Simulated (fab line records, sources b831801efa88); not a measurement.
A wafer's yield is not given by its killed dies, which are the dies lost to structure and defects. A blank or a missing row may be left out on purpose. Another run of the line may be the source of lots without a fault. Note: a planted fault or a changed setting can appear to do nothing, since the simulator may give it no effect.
fab line records	flow sky130
record: lots: 6	wafers: 18	last_day: 50
route steps=708 shown METAL1@441 PAD_OPEN@708
lots with no fault: from the same line, run without faults
start_h: hours from the record's opening day to when the first of the lot's shown wafers began	wait_h: how many hours have passed since the lot's step before this one	" repeats the value in the row above	L1.1+2: one row covering several wafers at once	- no value, or no start was given	* or withheld: withheld	< > ~ a bound
route shown NAME@n: names a module that has steps shown in the file, with the first one's number in the route	usual: average and standard deviation across the fault-free wafers	same: alike in all rows	chamber/n: place in a boat	sites: the reading at each site	_std_site: standard deviation of those values	_edge_site: inner sites' mean taken away from outer sites' mean	radius_mm: how far each site lies from the wafer's centre	mask NAME#n: copy n	behind: the most recent tool/chamber to have shaped the wafer	hold: why the lot went on hold/how many hours it stayed there/how the hold came to an end	device: the n, p or np transistor that did not switch	end of line: the route-end tests of the same wafers	for a step that has no rows: nothing shown but its recipe	killed: at the first sort, the dies lost to defects and structure; wafer yield is something else	map: a wafer's dies, x killed, . not, _ none there
set.NAME: the run value of the setting; set.NAME@STEP: its run value at that earlier step	model.NAME: the simulator's own value behind a step, which no gauge read
lots at selected steps of the route; one table per step, one row per wafer
services: when a tool's chamber went out of use (start_h, in hours from the record's first day, below 0 if earlier), for how many hours, and the reason
== steps ==
step: SKY_METAL1_DEHYDRATE_07
recipe: temp_c: 200	time_s: 60
step: SKY_METAL1_HMDS_08
recipe: prime_time_s: 60	prime_temp_c: 120
step: SKY_METAL1_COAT_09
recipe: resist: BARC	temp_c: withheld	time_s: withheld	spin_rpm: 3000	resist_thk_nm: 60
step: SKY_METAL1_COAT_10
recipe: resist: KrF-thick	spin_rpm: 3000	resist_thk_nm: 450
step: SKY_METAL1_SOFTBAKE_11
recipe: temp_c: 100	time_s: 90	resist: KrF-thick
step: SKY_METAL1_EXPOSE_12
recipe: mask_id: MM1	na: 0.8	source_shape: annular	sigma_inner: 0.55	sigma_outer: 0.85	target_cd_nm: 140	dose_mj: 27.41
step: SKY_METAL1_PEB_13
recipe: peb_temp_c: withheld	peb_time_s: withheld	resist: KrF-thick
step: SKY_METAL1_DEVELOP_14
recipe: develop_time_s: 57.98	resist: KrF-thick	dev_temp_c: 21
step: SKY_METAL1_CD_MEAS_15
recipe: target_cd_nm: 140
usual: cd_nm: 140.2/1.5
lot.wafer	tool	chamber	start_h	wait_h	cd_nm
L214.1	cd_sem-02	-	806.37	-	139.8
L214.3	"	-	"	"	140.7
L214.6	"	-	"	"	140.8
L218.1	cd_sem-02	-	827.17	-	141.0
L218.2	"	-	"	"	140.7
L218.4	"	-	"	"	139.3
L219.2	cd_sem-01	-	828.15	-	138.5
L219.5	"	-	"	"	139.2
L219.6	"	-	"	"	139.8
L223.2	cd_sem-01	-	857.14	-	141.5
L223.4	"	-	"	"	139.4
L223.5	"	-	"	"	142.2
L229.1	cd_sem-02	-	900.88	-	137.8
L229.2	"	-	"	"	137.9
L229.4	"	-	"	"	138.2
L234.2	cd_sem-01	-	930.15	-	139.0
L234.3	"	-	"	"	136.4
L234.4	"	-	"	"	137.0
step: SKY_METAL1_OVL_MEAS_16
usual: METAL1_OVL: 3/6.3
lot.wafer	tool	chamber	start_h	wait_h	METAL1_OVL[nm]
L214.1	overlay-02	-	806.49	0.1	4
L214.3	"	-	"	"	10
L214.6	"	-	"	"	-1
L218.1	overlay-02	-	827.29	0.1	11
L218.2	"	-	"	"	13
L218.4	"	-	"	"	10
L219.2	overlay-01	-	828.26	0.1	9
L219.5	"	-	"	"	5
L219.6	"	-	"	"	7
L223.2	overlay-01	-	857.24	0.1	2
L223.4	"	-	"	"	5
L223.5	"	-	"	"	9
L229.1	overlay-01	-	901.00	0.1	2
L229.2	"	-	"	"	4
L229.4	"	-	"	"	3
L234.2	overlay-01	-	930.25	0.1	1
L234.3	"	-	"	"	-8
L234.4	"	-	"	"	-2
step: SKY_METAL1_DESCUM_17
recipe: chemistry: O2	source_power_w: 150	bias_power_w: 0	pressure_mtorr: 10	temp_c: 40	time_s: 8
usual: drypump_motor_current_A: 5.7/0.49	oes_product_au: 1.004/0.0081
same: time_s: 8
lot.wafer	tool	chamber	start_h	wait_h	drypump_motor_current_A	oes_product_au	rf_hours_counter_h
L214.1	rie_metal-03	1	806.52	0.0	6.0	1.009	13
L214.3	"	0	"	"	6.4	0.996	-
L214.6	"	0	"	"	6.4	0.996	-
L218.1	rie_metal-02	0	827.32	0.0	4.8	1.013	16
L218.2	"	1	"	"	5.9	1.006	10
L218.4	"	1	"	"	5.9	1.006	-
L219.2	rie_metal-04	1	828.29	0.0	5.5	1.007	14
L219.5	"	1	"	"	5.6	1.010	-
L219.6	"	0	"	"	5.7	1.017	-
L223.2	rie_metal-04	0	857.27	0.0	5.6	1.021	1
L223.4	"	0	"	"	5.6	1.013	-
L223.5	"	0	"	"	5.6	1.014	-
L229.1	rie_metal-04	1	901.03	0.0	5.5	1.007	17
L229.2	"	0	"	"	5.7	1.016	3
L229.4	"	1	"	"	5.5	0.998	-
L234.2	rie_metal-02	0	930.28	0.0	4.8	0.999	2
L234.3	"	0	"	"	4.8	0.999	-
L234.4	"	1	"	"	5.9	1.011	-
step: SKY_METAL1_ETCH_18
recipe: chemistry: N2/H2	target: BARC	ion_energy_ev: 200	bias_w: 100	pressure_mtorr: 30	n2_flow_sccm: 100	h2_flow_sccm: 200	icp_w: 500	stop_on: SiO2	time_s: 45.9	target_depth_a: 600
usual: bias_w: 100.01/0.29	chamber_pressure_mTorr: 29.994/0.028	drypump_motor_current_A: 5.7/0.49	n2_flow_sccm: 100.00/0.23	oes_product_au: 0.854/0.0049	throttle_valve_pct: 13.225/0.0098
same: time_s: 45.9
lot.wafer	tool	chamber	start_h	wait_h	bias_w	chamber_pressure_mTorr	drypump_motor_current_A	n2_flow_sccm	oes_product_au	rf_hours_counter_h	throttle_valve_pct
L214.1	rie_metal-03	1	806.55	0.0	99.84	30.042	5.9	99.85	0.850	13	13.236
L214.3	"	0	"	"	99.39	29.999	6.4	99.82	0.859	-	13.230
L214.6	"	0	"	"	99.61	30.034	6.4	100.17	0.849	-	13.212
L218.1	rie_metal-02	0	827.35	0.0	100.01	30.021	4.8	99.89	0.842	16	13.229
L218.2	"	1	"	"	99.81	29.977	5.9	99.71	0.857	10	13.236
L218.4	"	1	"	"	100.09	30.032	5.9	99.70	0.856	-	13.233
L219.2	rie_metal-04	1	828.32	0.0	99.70	29.971	5.5	99.93	0.858	14	13.216
L219.5	"	1	"	"	99.90	30.004	5.5	99.82	0.859	-	13.226
L219.6	"	0	"	"	100.19	29.919	5.7	99.81	0.849	-	13.222
L223.2	rie_metal-04	0	857.30	0.0	99.99	29.981	5.6	100.03	0.848	1	13.214
L223.4	"	0	"	"	99.98	30.018	5.7	100.16	0.849	-	13.228
L223.5	"	0	"	"	100.39	29.961	5.7	99.97	0.849	-	13.221
L229.1	rie_metal-04	1	901.06	0.0	100.03	29.987	5.5	100.15	0.856	17	13.219
L229.2	"	0	"	"	100.08	29.976	5.6	100.26	0.860	3	13.220
L229.4	"	1	"	"	100.19	29.970	5.5	100.19	0.853	-	13.236
L234.2	rie_metal-02	0	930.31	0.0	100.16	29.965	4.8	99.81	0.851	2	13.219
L234.3	"	0	"	"	100.42	29.938	4.8	99.73	0.850	-	13.222
L234.4	"	1	"	"	99.93	29.939	5.9	100.18	0.851	-	13.221
step: SKY_METAL1_METAL_ETCH_19
recipe: target_depth_a: 3600	stop_on: SiO2	over_etch_frac: 0.3	time_s: 78	chemistry: Cl2/BCl3	resist_sidewall_deg: 88	pressure_mtorr: 10	icp_w: 900	bias_w: 48.5	Cl2_flow_sccm: 60	bcl3_flow_sccm: 30
usual: bcl3_flow_sccm: 30.00/0.09	bias_w: 48.48/0.13	drypump_motor_current_A: 5.7/0.49	mfc_cl2_sccm: 59.99/0.19	oes_product_au: 0.855/0.0062	over_etch_frac: 0.3/0	throttle_valve_pct: 22.264/0.0091	time_s: 78/0
lot.wafer	tool	chamber	start_h	wait_h	bcl3_flow_sccm	bias_w	drypump_motor_current_A	mfc_cl2_sccm	oes_product_au	over_etch_frac	rf_hours_counter_h	throttle_valve_pct	time_s	model.KrF-thick_of_METAL1_COAT_10.thk_nm	model.SiO2_of_CONTACT_HDPCVD_02.thk_nm
L214.1	rie_metal-03	1	806.62	0.0	30.23	48.44	5.9	60.18	0.858	0.3	13	22.266	78	156.3	325.6
L214.3	"	0	"	"	30.01	48.38	6.5	60.19	0.855	0.3	-	22.281	78	161.4	327
L214.6	"	0	"	"	30.04	48.56	6.5	59.87	0.857	0.3	-	22.270	78	160.6	326.6
L218.1	rie_metal-02	0	827.42	0.0	-	-	-	-	-	-	-	-	-	393.6	337.9
L218.2	"	1	"	"	-	-	-	-	-	-	-	-	-	393.8	338.1
L218.4	"	1	"	"	-	-	-	-	-	-	-	-	-	394.3	338.2
L219.2	rie_metal-04	1	828.38	0.0	-	-	-	-	-	-	-	-	-	393.5	337.6
L219.5	"	1	"	"	-	-	-	-	-	-	-	-	-	392.7	338
L219.6	"	0	"	"	-	-	-	-	-	-	-	-	-	392.3	336.1
L223.2	rie_metal-04	0	857.37	0.0	29.98	48.50	5.7	60.03	0.859	0.3	1	22.269	78	153.9	325.6
L223.4	"	0	"	"	29.92	48.69	5.7	59.98	0.845	0.3	-	22.269	78	152.1	324.4
L223.5	"	0	"	"	29.93	48.44	5.7	60.11	0.848	0.3	-	22.263	78	149.7	325.7
L229.1	rie_metal-04	1	901.13	0.0	30.06	48.60	5.5	59.84	0.841	0.3	17	22.262	78	160.5	326.1
L229.2	"	0	"	"	29.89	48.10	5.6	60.17	0.846	0.3	3	22.286	78	153.2	323.5
L229.4	"	1	"	"	30.03	48.53	5.5	59.82	0.846	0.3	-	22.257	78	160.2	324.8
L234.2	rie_metal-02	0	930.38	0.0	30.12	48.52	4.8	59.90	0.853	0.3	2	22.263	78	159.9	326
L234.3	"	0	"	"	29.98	48.48	4.8	60.03	0.862	0.3	-	22.268	78	161.4	327
L234.4	"	1	"	"	29.95	48.58	5.9	60.17	0.868	0.3	-	22.261	78	159.5	325.9
step: SKY_METAL1_STRIP_20
recipe: chemistry: O2/N2	power_w: 1400	pressure_mtorr: 1500	platen_temp_c: withheld	o2_flow_sccm: 3000	n2_flow_sccm: 300	overash_fraction: 0.5
usual: drypump_motor_current_A: 5.70/0.26	n2_flow_sccm: 299.9/0.88	oes_product_au: 0.342/0.0046	strip_time_to_endpoint_s: 2.68/0.039
lot.wafer	tool	chamber	start_h	wait_h	drypump_motor_current_A	n2_flow_sccm	oes_product_au	rf_hours_counter_h	strip_time_to_endpoint_s
L214.1	plasma_asher-04	1	806.71	0.1	6.12	298.9	0.341	6	2.67
L214.3	"	1	"	"	6.11	298.6	0.338	-	2.74
L214.6	"	0	"	"	5.81	298.2	0.344	-	2.71
L218.1	plasma_asher-03	0	827.51	0.1	5.61	301.7	0.451	38	5.21
L218.2	"	1	"	"	5.77	298.7	0.450	38	5.21
L218.4	"	1	"	"	5.75	300.6	0.445	-	5.23
L219.2	plasma_asher-03	1	828.47	0.1	5.74	300.0	0.444	38	5.21
L219.5	"	1	"	"	5.77	300.9	0.449	-	5.19
L219.6	"	0	"	"	5.61	300.5	0.450	-	5.19
L223.2	plasma_asher-01	1	857.46	0.1	5.10	299.4	0.341	110	2.64
L223.4	"	0	"	"	5.72	300.8	0.335	-	2.62
L223.5	"	1	"	"	5.12	299.5	0.341	-	2.59
L229.1	plasma_asher-01	0	901.22	0.1	5.69	301.1	0.341	114	2.72
L229.2	"	1	"	"	5.12	301.2	0.340	114	2.65
L229.4	"	1	"	"	5.10	299.6	0.337	-	2.73
L234.2	plasma_asher-03	1	930.47	0.1	5.75	300.5	0.333	49	2.72
L234.3	"	1	"	"	5.75	300.2	0.342	-	2.73
L234.4	"	0	"	"	5.62	298.9	0.345	-	2.72
step: SKY_METAL1_STRIP_21
recipe: chemistry: post_etch_residue_remover	time_s: 1200	temp_c: 72.5
step: SKY_PAD_OPEN_PROBE_99
usual: defect_limited_yield: 82.3/1.9	killed_at_M0_to_M3: 44/7.3	killed_at_M4_up: 3.4/1.7	killed_at_contacts: 24/5.3	killed_at_front_end: 15/4.1	killed_at_other: 0.4/0.68	killed_dies: 87/9.5	killed_on_rim: 17/3.8	killed_open: 48/7.1	killed_short: 39/5.8	sort_bin_3_pad_short: 0.8/0.39	sort_bin_5_function: 10.4/1.4	sort_bin_6_memory: 6.5/1.1	sort_n_pass: 405/9.5	sort_yield_pct: 82.3/1.9
same: gross_dies: 492	killed_at_back_side: 0	sort_bin_4_leakage[%]: 0	sort_bin_8_speed[%]: 0
lot.wafer	tool	chamber	start_h	wait_h	defect_limited_yield[%]	killed_at_M0_to_M3	killed_at_M4_up	killed_at_contacts	killed_at_front_end	killed_at_other	killed_dies	killed_on_rim	killed_open	killed_short	sort_bin_3_pad_short[%]	sort_bin_5_function[%]	sort_bin_6_memory[%]	sort_n_pass	sort_yield_pct[%]
L214.1	prober-02	-	1105.01	0.1	80.9	45	3	31	15	0	94	23	54	40	0.8	10.6	7.7	398	80.9
L214.3	prober-02	-	1105.11	0.2	78.9	58	8	16	21	1	104	20	49	54	1.4	10.6	9.1	388	78.9
L214.6	prober-02	-	1105.26	0.2	81.1	46	5	28	14	0	93	21	49	41	1.0	12.0	5.9	399	81.1
L218.1	prober-01	-	1123.84	0.1	0	442	1	39	8	2	492	96	55	41	1.0	92.5	6.5	0	0
L218.2	prober-01	-	1123.89	0.1	0	445	2	27	15	3	492	96	54	37	1.4	93.5	5.1	0	0
L218.4	prober-01	-	1123.99	0.2	0	439	3	30	20	0	492	96	54	43	1.0	91.1	7.9	0	0
L219.2	prober-02	-	1125.39	0.1	0	455	4	18	14	1	492	96	51	32	0.4	92.7	6.9	0	0
L219.5	prober-02	-	1125.54	0.2	0	451	5	24	12	0	492	96	52	33	0.8	92.7	6.5	0	0
L219.6	prober-02	-	1125.59	0.2	0	454	0	22	16	0	492	96	43	39	0.6	92.5	6.9	0	0
L223.2	prober-02	-	1144.39	0.1	82.3	39	3	30	14	1	87	11	41	45	0.8	11.0	5.9	405	82.3
L223.4	prober-02	-	1144.49	0.2	81.5	36	5	29	21	0	91	17	50	40	1.4	10.8	6.3	401	81.5
L223.5	prober-02	-	1144.54	0.2	83.5	39	6	20	16	0	81	13	41	40	1.0	9.8	5.7	411	83.5
L229.1	prober-02	-	1175.84	0.1	82.7	47	5	22	11	0	85	24	45	40	1.4	8.9	6.9	407	82.7
L229.2	prober-02	-	1175.89	0.1	81.1	51	8	16	17	1	93	16	41	51	1.2	10.4	7.3	399	81.1
L229.4	prober-02	-	1175.99	0.2	82.3	42	2	26	14	3	87	16	54	32	0.8	9.6	7.3	405	82.3
L234.2	prober-02	-	1197.35	0.1	79.5	46	4	32	19	0	101	23	56	45	1.2	10.4	8.9	391	79.5
L234.3	prober-02	-	1197.40	0.2	85.6	33	2	29	6	1	71	10	41	30	0.8	7.7	5.9	421	85.6
L234.4	prober-02	-	1197.45	0.2	83.3	36	5	26	15	0	82	14	47	35	0.8	10.0	5.9	410	83.3
killed by level:class
L214.1 CONTACT:geometric_particle:open=15 VIA1:geometric_particle:open=14 CONTACT:geometric_particle:short=8 VIA2:geometric_particle:open=7 VIA1:geometric_particle:short=5 FIELD_ISO:geometric_particle:open=4 METAL1:geometric_particle:short=4 POLY_GATE:geometric_particle:short=4
L214.3 VIA1:geometric_particle:open=10 VIA1:geometric_particle:short=9 METAL2:geometric_particle:short=8 VIA2:geometric_particle:open=8 CONTACT:geometric_particle:open=7 METAL1:geometric_particle:short=7 POLY_GATE:geometric_particle:short=6 POLY_GATE:geometric_particle:open=6
L214.6 VIA1:geometric_particle:open=10 CONTACT:geometric_particle:open=10 VIA2:geometric_particle:open=8 LI_CONTACT:geometric_particle:open=6 CONTACT:geometric_particle:short=6 VIA1:geometric_particle:short=5 METAL1:geometric_particle:short=5 LOCAL_INTERCONNECT:geometric_particle:short=4
L218.1 METAL1:area_etch=394 VIA1:geometric_particle:open=16 CONTACT:geometric_particle:open=14 LI_CONTACT:geometric_particle:open=8 CONTACT:geometric_particle:short=7 VIA2:geometric_particle:open=7 LOCAL_INTERCONNECT:geometric_particle:short=5 VIA1:geometric_particle:short=5
L218.2 METAL1:area_etch=396 CONTACT:geometric_particle:open=11 VIA1:geometric_particle:open=11 VIA3:geometric_particle:open=9 METAL1:geometric_particle:short=7 POLY_GATE:geometric_particle:open=5 LI_CONTACT:geometric_particle:open=5 CONTACT:geometric_particle:short=5
L218.4 METAL1:area_etch=395 VIA1:geometric_particle:open=12 LOCAL_INTERCONNECT:geometric_particle:short=9 VIA3:geometric_particle:open=9 FIELD_ISO:geometric_particle:open=7 CONTACT:geometric_particle:open=7 LI_CONTACT:geometric_particle:open=6 POLY_GATE:geometric_particle:short=5
L219.2 METAL1:area_etch=409 CONTACT:geometric_particle:open=10 VIA1:geometric_particle:open=8 METAL2:geometric_particle:short=8 VIA3:geometric_particle:open=8 FIELD_ISO:geometric_particle:open=6 VIA2:geometric_particle:open=5 VIA3:geometric_particle:short=5
L219.5 METAL1:area_etch=407 VIA1:geometric_particle:open=13 VIA2:geometric_particle:open=10 CONTACT:geometric_particle:open=9 VIA3:geometric_particle:open=8 LI_CONTACT:geometric_particle:open=6 CONTACT:geometric_particle:short=5 POLY_GATE:geometric_particle:short=4
L219.6 METAL1:area_etch=410 VIA1:geometric_particle:open=8 METAL1:geometric_particle:short=8 LI_CONTACT:geometric_particle:open=7 CONTACT:geometric_particle:open=7 VIA3:geometric_particle:open=6 POLY_GATE:geometric_particle:short=5 SPACER:geometric_particle:open=5
L223.2 CONTACT:geometric_particle:open=10 LOCAL_INTERCONNECT:geometric_particle:short=7 LI_CONTACT:geometric_particle:open=6 CONTACT:geometric_particle:short=6 VIA1:geometric_particle:open=6 VIA2:geometric_particle:short=6 VIA3:geometric_particle:open=5 FIELD_ISO:geometric_particle:open=5
L223.4 CONTACT:geometric_particle:open=8 LI_CONTACT:geometric_particle:open=7 VIA3:geometric_particle:open=7 VIA1:geometric_particle:open=7 METAL2:geometric_particle:short=6 CONTACT:geometric_particle:short=6 POLY_GATE:geometric_particle:open=5 FIELD_ISO:geometric_particle:short=4
L223.5 CONTACT:geometric_particle:open=10 VIA1:geometric_particle:open=9 POLY_GATE:geometric_particle:short=6 VIA3:geometric_particle:open=6 VIA2:geometric_particle:short=5 FIELD_ISO:geometric_particle:short=4 VIA2:geometric_particle:open=4 METAL2:geometric_particle:short=4
L229.1 VIA2:geometric_particle:open=12 LI_CONTACT:geometric_particle:open=8 CONTACT:geometric_particle:open=6 VIA1:geometric_particle:open=6 METAL2:geometric_particle:short=5 VIA2:geometric_particle:short=5 FIELD_ISO:geometric_particle:short=4 POLY_GATE:geometric_particle:short=4
L229.2 METAL2:geometric_particle:short=13 VIA3:geometric_particle:open=7 VIA1:geometric_particle:open=7 METAL4:geometric_particle:short=7 FIELD_ISO:geometric_particle:short=6 LI_CONTACT:geometric_particle:open=6 FIELD_ISO:geometric_particle:open=5 METAL1:geometric_particle:short=5
L229.4 VIA1:geometric_particle:open=18 LI_CONTACT:geometric_particle:open=11 CONTACT:geometric_particle:open=7 FIELD_ISO:geometric_particle:open=5 CONTACT:geometric_particle:short=5 VIA1:geometric_particle:short=5 VIA2:geometric_particle:open=5 FIELD_ISO:geometric_particle:short=4
L234.2 VIA1:geometric_particle:open=11 CONTACT:geometric_particle:open=8 VIA2:geometric_particle:open=8 LOCAL_INTERCONNECT:geometric_particle:short=7 CONTACT:geometric_particle:short=7 VIA3:geometric_particle:open=7 LI_CONTACT:geometric_particle:open=6 FIELD_ISO:geometric_particle:open=5
L234.3 VIA1:geometric_particle:open=15 CONTACT:geometric_particle:open=8 LI_CONTACT:geometric_particle:open=7 LI_CONTACT:geometric_particle:short=5 LOCAL_INTERCONNECT:geometric_particle:short=5 VIA1:geometric_particle:short=5 METAL2:geometric_particle:short=3 VIA3:geometric_particle:open=3
L234.4 CONTACT:geometric_particle:open=11 VIA1:geometric_particle:open=10 CONTACT:geometric_particle:short=7 METAL1:geometric_particle:short=7 VIA3:geometric_particle:open=5 POLY_GATE:geometric_particle:open=4 VIA1:geometric_particle:short=4 METAL2:geometric_particle:short=4
map L218.1 (x killed, . not)
__________xxxxxxxxxx_________
________xxxxxxxxxxxxxx_______
______xxxxxxxxxxxxxxxxxx_____
_____xxxxxxxxxxxxxxxxxxxx____
____xxxxxxxxxxxxxxxxxxxxxx___
___xxxxxxxxxxxxxxxxxxxxxxxx__
__xxxxxxxxxxxxxxxxxxxxxxxxxx_
_xxxxxxxxxxxxxxxxxxxxxxxxxxxx
_xxxxxxxxxxxxxxxxxxxxxxxxxxxx
_xxxxxxxxxxxxxxxxxxxxxxxxxxxx
_xxxxxxxxxxxxxxxxxxxxxxxxxxxx
_xxxxxxxxxxxxxxxxxxxxxxxxxxxx
_xxxxxxxxxxxxxxxxxxxxxxxxxxxx
_xxxxxxxxxxxxxxxxxxxxxxxxxxxx
_xxxxxxxxxxxxxxxxxxxxxxxxxxxx
__xxxxxxxxxxxxxxxxxxxxxxxxxx_
___xxxxxxxxxxxxxxxxxxxxxxxx__
____xxxxxxxxxxxxxxxxxxxxxx___
_____xxxxxxxxxxxxxxxxxxxx____
______xxxxxxxxxxxxxxxxxx_____
________xxxxxxxxxxxxxx_______
__________xxxxxxxxxx_________
map L219.2 (x killed, . not)
__________xxxxxxxxxx_________
________xxxxxxxxxxxxxx_______
______xxxxxxxxxxxxxxxxxx_____
_____xxxxxxxxxxxxxxxxxxxx____
____xxxxxxxxxxxxxxxxxxxxxx___
___xxxxxxxxxxxxxxxxxxxxxxxx__
__xxxxxxxxxxxxxxxxxxxxxxxxxx_
_xxxxxxxxxxxxxxxxxxxxxxxxxxxx
_xxxxxxxxxxxxxxxxxxxxxxxxxxxx
_xxxxxxxxxxxxxxxxxxxxxxxxxxxx
_xxxxxxxxxxxxxxxxxxxxxxxxxxxx
_xxxxxxxxxxxxxxxxxxxxxxxxxxxx
_xxxxxxxxxxxxxxxxxxxxxxxxxxxx
_xxxxxxxxxxxxxxxxxxxxxxxxxxxx
_xxxxxxxxxxxxxxxxxxxxxxxxxxxx
__xxxxxxxxxxxxxxxxxxxxxxxxxx_
___xxxxxxxxxxxxxxxxxxxxxxxx__
____xxxxxxxxxxxxxxxxxxxxxx___
_____xxxxxxxxxxxxxxxxxxxx____
______xxxxxxxxxxxxxxxxxx_____
________xxxxxxxxxxxxxx_______
__________xxxxxxxxxx_________
== services ==
tool	chamber	start_h	hours	kind
rie_metal-04	0	798.25	-	clean
rie_metal-04	0	798.25	21.8	scheduled_down
rie_metal-04	0	798.25	21.8	vent_cycle
rie_metal-02	-	822.72	2.8	pm
plasma_asher-04	-	847.00	1.6	repair
rie_metal-02	0	851.59	-	clean
rie_metal-02	0	851.59	19.8	scheduled_down
rie_metal-02	0	851.59	19.8	vent_cycle
plasma_asher-01	-	854.31	2.8	repair
rie_metal-02	1	858.04	4.1	repair
rie_metal-04	0	874.93	1.7	repair
rie_metal-04	0	893.58	5.1	repair
plasma_asher-01	-	920.06	14.1	repair
rie_metal-03	1	921.70	-	clean
rie_metal-03	1	921.70	15.5	scheduled_down
rie_metal-03	1	921.70	15.5	vent_cycle
rie_metal-03	-	921.76	2.8	pm
== key ==
first_sign: step: SKY_METAL1_METAL_ETCH_19	reading: tool_record	direction: missing
effect: step: SKY_METAL1_STRIP_20	reading: strip_time_to_endpoint_s	direction: up	sigmas: 64	usual: *	struck: *
effect: step: SKY_PAD_OPEN_PROBE_99	reading: sort_bin_5_function	direction: up	sigmas: 59	usual: 10.4	struck: 92.5
model_effect: step: SKY_METAL1_METAL_ETCH_19	value: KrF-thick_of_METAL1_COAT_10.thk_nm	without: 156.8	struck: 393.4
more_kills_born_at: SKY_METAL1_METAL_ETCH_19@rie_metal-04: 1226	SKY_METAL1_METAL_ETCH_19@rie_metal-02: 1185
met_at SKY_METAL1_METAL_ETCH_19
struck_wafers L218.1,L218.2,L218.4,L219.2,L219.5,L219.6
later_rows_left_out L218.1,L218.2,L218.4,L219.2,L219.5,L219.6
fault: kind: skipped_step_whole	tool: rie_metal-02,rie_metal-04	chamber: -	onset_h: 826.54	steps: SKY_METAL1_METAL_ETCH_19	scope: struck_lots_only
later_rows_left_out: the simulator's readings of these wafers behind a module that went badly wrong aren't trusted and aren't shown, but for the sort
